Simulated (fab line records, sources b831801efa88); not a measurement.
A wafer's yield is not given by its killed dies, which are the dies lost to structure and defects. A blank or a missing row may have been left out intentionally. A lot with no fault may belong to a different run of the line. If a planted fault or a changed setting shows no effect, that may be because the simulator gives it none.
What tool caused it? / flow sky130 / 33 wafers from 11 lots sampled at 6 of the route's 708 steps

## WHAT THE GAUGES SHOWED, per wafer
SKY_RES_XHIGH_TW_MEAS_09.
lot=L940; measured=day 29 13:25; on=film_metro-02; RES_XHIGH_TW=1626 1631 1627
lot=L939; measured=day 29 14:31; on=film_metro-02; RES_XHIGH_TW=1632 1625 1632
lot=L943; measured=day 30 06:22; on=film_metro-01; RES_XHIGH_TW=1644 1632 1648
lot=L941; measured=day 30 08:31; on=film_metro-02; RES_XHIGH_TW=1621 1635 1647
lot=L944; measured=day 30 10:18; on=film_metro-02; RES_XHIGH_TW=1628 1631 1630
lot=L946; measured=day 31 04:23; on=film_metro-04; RES_XHIGH_TW=1640 1641 1633
lot=L951; measured=day 32 16:12; on=film_metro-01; RES_XHIGH_TW=1653 1646 1650
lot=L952; measured=day 32 22:27; on=film_metro-01; RES_XHIGH_TW=1641 1646 1653
lot=L953; measured=day 33 02:59; on=film_metro-04; RES_XHIGH_TW=1640 1633 1642
lot=L955; measured=day 33 16:28; on=film_metro-01; RES_XHIGH_TW=1633 1635 1633
lot=L957; measured=day 34 04:46; on=film_metro-04; RES_XHIGH_TW=1652 1644 1653

SKY_LI_CONTACT_THK_MEAS_01.
lot=L940; measured=day 30 17:49; on=film_metro-02; LI_CONTACT_HDPCVD_THK (nm)=944 949 941
lot=L939; measured=day 30 19:17; on=film_metro-01; LI_CONTACT_HDPCVD_THK (nm)=921 938 914
lot=L943; measured=day 31 10:46; on=film_metro-04; LI_CONTACT_HDPCVD_THK (nm)=919 925 927
lot=L941; measured=day 31 13:26; on=film_metro-02; LI_CONTACT_HDPCVD_THK (nm)=943 941 936
lot=L944; measured=day 31 14:38; on=film_metro-01; LI_CONTACT_HDPCVD_THK (nm)=911 916 907
lot=L946; measured=day 32 09:08; on=film_metro-01; LI_CONTACT_HDPCVD_THK (nm)=929 912 916
lot=L951; measured=day 33 20:02; on=film_metro-01; LI_CONTACT_HDPCVD_THK (nm)=616 612 603
lot=L952; measured=day 34 02:05; on=film_metro-04; LI_CONTACT_HDPCVD_THK (nm)=927 915 926
lot=L953; measured=day 34 07:22; on=film_metro-02; LI_CONTACT_HDPCVD_THK (nm)=619 616 610
lot=L955; measured=day 34 20:32; on=film_metro-01; LI_CONTACT_HDPCVD_THK (nm)=612 608 614
lot=L957; measured=day 35 08:43; on=film_metro-01; LI_CONTACT_HDPCVD_THK (nm)=908 905 900

SKY_LI_CONTACT_BOW_MEAS_03.
lot=L940; measured=day 30 18:10; on=film_metro-01; LI_CONTACT_BOW (um)=52 46 47
lot=L939; measured=day 30 19:38; on=film_metro-04; LI_CONTACT_BOW (um)=54 66 68
lot=L943; measured=day 31 11:07; on=film_metro-04; LI_CONTACT_BOW (um)=60 65 65
lot=L941; measured=day 31 13:48; on=film_metro-02; LI_CONTACT_BOW (um)=61 53 49
lot=L944; measured=day 31 15:01; on=film_metro-01; LI_CONTACT_BOW (um)=56 45 61
lot=L946; measured=day 32 09:29; on=film_metro-02; LI_CONTACT_BOW (um)=57 62 63
lot=L951; measured=day 33 20:25; on=film_metro-04; LI_CONTACT_BOW (um)=52 66 59
lot=L952; measured=day 34 02:28; on=film_metro-02; LI_CONTACT_BOW (um)=55 61 53
lot=L953; measured=day 34 07:44; on=film_metro-01; LI_CONTACT_BOW (um)=57 46 58
lot=L955; measured=day 34 20:53; on=film_metro-04; LI_CONTACT_BOW (um)=57 59 56
lot=L957; measured=day 35 09:05; on=film_metro-04; LI_CONTACT_BOW (um)=53 59 53

## WHICH TOOL RAN EACH LOT (tool, then ch and the chambers of the sampled wafers, then the start)
lot=L940; SKY_LDD_LDN_STRIP_12=plasma_asher-03 ch 0,1, day 25 22:13; SKY_LI_CONTACT_HDPCVD_00=hdpcvd-01 ch 1, day 30 17:39; SKY_LI_CONTACT_CMP_02=cmp-02 ch 1,2, day 30 17:55
lot=L939; SKY_LDD_LDN_STRIP_12=plasma_asher-03 ch 0,1, day 25 23:10; SKY_LI_CONTACT_HDPCVD_00=hdpcvd-02 ch 0,2, day 30 19:11; SKY_LI_CONTACT_CMP_02=cmp-02 ch 2,3, day 30 19:23
lot=L943; SKY_LDD_LDN_STRIP_12=plasma_asher-01 ch 0,1, day 26 13:58; SKY_LI_CONTACT_HDPCVD_00=hdpcvd-01 ch 1,2, day 31 10:40; SKY_LI_CONTACT_CMP_02=cmp-02 ch 0,1, day 31 10:49
lot=L941; SKY_LDD_LDN_STRIP_12=plasma_asher-04 ch 0,1, day 26 17:31; SKY_LI_CONTACT_HDPCVD_00=hdpcvd-01 ch 1,2, day 31 13:20; SKY_LI_CONTACT_CMP_02=cmp-02 ch 0,1,2, day 31 13:30
lot=L944; SKY_LDD_LDN_STRIP_12=plasma_asher-04 ch 0,1, day 26 21:22; SKY_LI_CONTACT_HDPCVD_00=hdpcvd-02 ch 0,1, day 31 14:32; SKY_LI_CONTACT_CMP_02=cmp-01 ch 0,1,2, day 31 14:47
lot=L946; SKY_LDD_LDN_STRIP_12=plasma_asher-01 ch 0,1, day 27 15:46; SKY_LI_CONTACT_HDPCVD_00=hdpcvd-02 ch 0,2, day 32 09:02; SKY_LI_CONTACT_CMP_02=cmp-01 ch 0,3, day 32 09:11
lot=L951; SKY_LDD_LDN_STRIP_12=plasma_asher-04 ch 0,1, day 29 03:22; SKY_LI_CONTACT_HDPCVD_00=hdpcvd-01 ch 0,2, day 33 19:56; SKY_LI_CONTACT_CMP_02=cmp-01 ch 1,2,3, day 33 20:05
lot=L952; SKY_LDD_LDN_STRIP_12=plasma_asher-03 ch 0,1, day 29 10:46; SKY_LI_CONTACT_HDPCVD_00=hdpcvd-02 ch 0,2, day 34 01:59; SKY_LI_CONTACT_CMP_02=cmp-02 ch 0,1,3, day 34 02:08
lot=L953; SKY_LDD_LDN_STRIP_12=plasma_asher-03 ch 0,1, day 29 16:50; SKY_LI_CONTACT_HDPCVD_00=hdpcvd-01 ch 0,1, day 34 07:14; SKY_LI_CONTACT_CMP_02=cmp-01 ch 0,2, day 34 07:24
lot=L955; SKY_LDD_LDN_STRIP_12=plasma_asher-04 ch 0,1, day 30 06:07; SKY_LI_CONTACT_HDPCVD_00=hdpcvd-01 ch 1,2, day 34 20:26; SKY_LI_CONTACT_CMP_02=cmp-02 ch 2,3, day 34 20:38
lot=L957; SKY_LDD_LDN_STRIP_12=plasma_asher-01 ch 0,1, day 30 19:10; SKY_LI_CONTACT_HDPCVD_00=hdpcvd-02 ch 0,1, day 35 08:35; SKY_LI_CONTACT_CMP_02=cmp-01 ch 0,1, day 35 08:48
- SKY_LDD_LDN_STRIP_12: strips in O2/N2.
- SKY_LI_CONTACT_HDPCVD_00: deposits PSG, target thk 930 nm, time 155 s.
- SKY_LI_CONTACT_CMP_02: polishes PSG.

## AS READ BY THE TOOLS THEMSELVES (means over the sampled wafers that have a number; for cases with no such wafer, the mark the record gives instead)
SKY_LDD_LDN_STRIP_12.
lot=L940; tool=plasma_asher-03; chamber_pressure_mTorr (mTorr)=1499.8; drypump_motor_current_A (A)=5.7; n2_flow_sccm (sccm)=300.9; oes_product_au (a.u.)=0.715; strip_time_to_endpoint_s (s)=14.23
lot=L939; tool=plasma_asher-03; chamber_pressure_mTorr (mTorr)=1499.5; drypump_motor_current_A (A)=5.3; n2_flow_sccm (sccm)=299.5; oes_product_au (a.u.)=0.712; strip_time_to_endpoint_s (s)=14.22
lot=L943; tool=plasma_asher-01; chamber_pressure_mTorr (mTorr)=1500.0; drypump_motor_current_A (A)=5.5; n2_flow_sccm (sccm)=299.9; oes_product_au (a.u.)=0.721; strip_time_to_endpoint_s (s)=14.13
lot=L941; tool=plasma_asher-04; chamber_pressure_mTorr (mTorr)=1499.1; drypump_motor_current_A (A)=5.8; n2_flow_sccm (sccm)=299.4; oes_product_au (a.u.)=0.715; strip_time_to_endpoint_s (s)=14.13
lot=L944; tool=plasma_asher-04; chamber_pressure_mTorr (mTorr)=1499.7; drypump_motor_current_A (A)=5.8; n2_flow_sccm (sccm)=300.2; oes_product_au (a.u.)=0.711; strip_time_to_endpoint_s (s)=14.20
lot=L946; tool=plasma_asher-01; chamber_pressure_mTorr (mTorr)=1500.2; drypump_motor_current_A (A)=5.5; n2_flow_sccm (sccm)=299.8; oes_product_au (a.u.)=0.718; strip_time_to_endpoint_s (s)=14.20
lot=L951; tool=plasma_asher-04; chamber_pressure_mTorr (mTorr)=1501.5; drypump_motor_current_A (A)=5.8; n2_flow_sccm (sccm)=299.6; oes_product_au (a.u.)=0.716; strip_time_to_endpoint_s (s)=14.20
lot=L952; tool=plasma_asher-03; chamber_pressure_mTorr (mTorr)=1500.0; drypump_motor_current_A (A)=5.3; n2_flow_sccm (sccm)=300.3; oes_product_au (a.u.)=0.716; strip_time_to_endpoint_s (s)=14.19
lot=L953; tool=plasma_asher-03; chamber_pressure_mTorr (mTorr)=1501.1; drypump_motor_current_A (A)=5.3; n2_flow_sccm (sccm)=299.4; oes_product_au (a.u.)=0.714; strip_time_to_endpoint_s (s)=14.21
lot=L955; tool=plasma_asher-04; chamber_pressure_mTorr (mTorr)=1500.3; drypump_motor_current_A (A)=5.4; n2_flow_sccm (sccm)=299.5; oes_product_au (a.u.)=0.717; strip_time_to_endpoint_s (s)=14.15
lot=L957; tool=plasma_asher-01; chamber_pressure_mTorr (mTorr)=1500.9; drypump_motor_current_A (A)=5.8; n2_flow_sccm (sccm)=300.4; oes_product_au (a.u.)=0.713; strip_time_to_endpoint_s (s)=14.26

SKY_LI_CONTACT_HDPCVD_00.
lot=L940; tool=hdpcvd-01; susceptor_temp_C (C)=600.1
lot=L939; tool=hdpcvd-02; susceptor_temp_C (C)=599.9
lot=L943; tool=hdpcvd-01; susceptor_temp_C (C)=600.0
lot=L941; tool=hdpcvd-01; susceptor_temp_C (C)=600.0
lot=L944; tool=hdpcvd-02; susceptor_temp_C (C)=600.0
lot=L946; tool=hdpcvd-02; susceptor_temp_C (C)=600.1
lot=L951; tool=hdpcvd-01; susceptor_temp_C (C)=600.4
lot=L952; tool=hdpcvd-02; susceptor_temp_C (C)=599.7
lot=L953; tool=hdpcvd-01; susceptor_temp_C (C)=600.3
lot=L955; tool=hdpcvd-01; susceptor_temp_C (C)=600.0
lot=L957; tool=hdpcvd-02; susceptor_temp_C (C)=600.5

SKY_LI_CONTACT_CMP_02.
lot=L940; tool=cmp-02; edge_zone_pressure_frac=0.994; head_pressure_psi (psi)=4.006; motor_current_A (A)=13.1; time_to_endpoint_s (s)=34.7
lot=L939; tool=cmp-02; edge_zone_pressure_frac=0.997; head_pressure_psi (psi)=3.992; motor_current_A (A)=12.5; time_to_endpoint_s (s)=36.2
lot=L943; tool=cmp-02; edge_zone_pressure_frac=1.002; head_pressure_psi (psi)=4.000; motor_current_A (A)=11.1; time_to_endpoint_s (s)=30.3
lot=L941; tool=cmp-02; edge_zone_pressure_frac=1.002; head_pressure_psi (psi)=4.005; motor_current_A (A)=12.3; time_to_endpoint_s (s)=34.8
lot=L944; tool=cmp-01; edge_zone_pressure_frac=1.000; head_pressure_psi (psi)=3.998; motor_current_A (A)=11.2; time_to_endpoint_s (s)=32.1
lot=L946; tool=cmp-01; edge_zone_pressure_frac=1.003; head_pressure_psi (psi)=4.005; motor_current_A (A)=13.1; time_to_endpoint_s (s)=34.2
lot=L951; tool=cmp-01; edge_zone_pressure_frac=1.002; head_pressure_psi (psi)=3.995; motor_current_A (A)=10.3; time_to_endpoint_s (s)=3.2
lot=L952; tool=cmp-02; edge_zone_pressure_frac=0.998; head_pressure_psi (psi)=3.994; motor_current_A (A)=11.4; time_to_endpoint_s (s)=31.6
lot=L953; tool=cmp-01; edge_zone_pressure_frac=0.995; head_pressure_psi (psi)=3.999; motor_current_A (A)=10.3; time_to_endpoint_s (s)=0.8
lot=L955; tool=cmp-02; edge_zone_pressure_frac=0.996; head_pressure_psi (psi)=3.997; motor_current_A (A)=12.8; time_to_endpoint_s (s)=0.2
lot=L957; tool=cmp-01; edge_zone_pressure_frac=0.997; head_pressure_psi (psi)=3.992; motor_current_A (A)=12.5; time_to_endpoint_s (s)=28.3

## THE ANSWER, worked out from the rows above alone
Rule: usual is defined by the lots themselves. Put in order of their means at a reading, lots are off if they are a third of the lots or fewer, leave a main group of 4 or more, and stand apart from it by a gap of 3 or more times the standard deviation of the main group's means; of several such gaps the widest counts. The tables above print the reading to a certain number of digits; a main group whose means all agree to those digits is not used. A lot without any number at a reading at which 4 lots or more have one is off too. All remaining lots with rows at the step are treated as sound. The gauges are gone through in route order, then the tools' own readings, and for those a lot's mean is taken as printed above. At the first step where some lot is off, the reading lying furthest off is the one used; lots without a number count as furthest.
Off: L951, L953, L955, seen at SKY_LI_CONTACT_THK_MEAS_01 (LI_CONTACT_HDPCVD_THK). The main group: mean 924 nm, standard deviation 13.
A tool fits if, at a process step before that reading, it ran every lot that is off, and no sound lot after the first of them. The gauges at SKY_LI_CONTACT_THK_MEAS_01 aren't tried: what is off there is off at SKY_LI_CONTACT_CMP_02 too, on other tools, and a gauge's error can't cause that. One fits: SKY_LI_CONTACT_HDPCVD_00 on hdpcvd-01. Its last sound lot is L941 (day 31 13:20), its first lot that is off L951 (day 33 19:56): a fault that began between those two fits.

## WHAT THE SIMULATOR PUT IN
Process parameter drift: hdpcvd-01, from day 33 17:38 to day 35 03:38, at SKY_LI_CONTACT_HDPCVD_00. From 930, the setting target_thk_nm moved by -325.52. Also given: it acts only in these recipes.
Lots struck among those shown: L951, L953, L955. This agrees with what the rule above found.
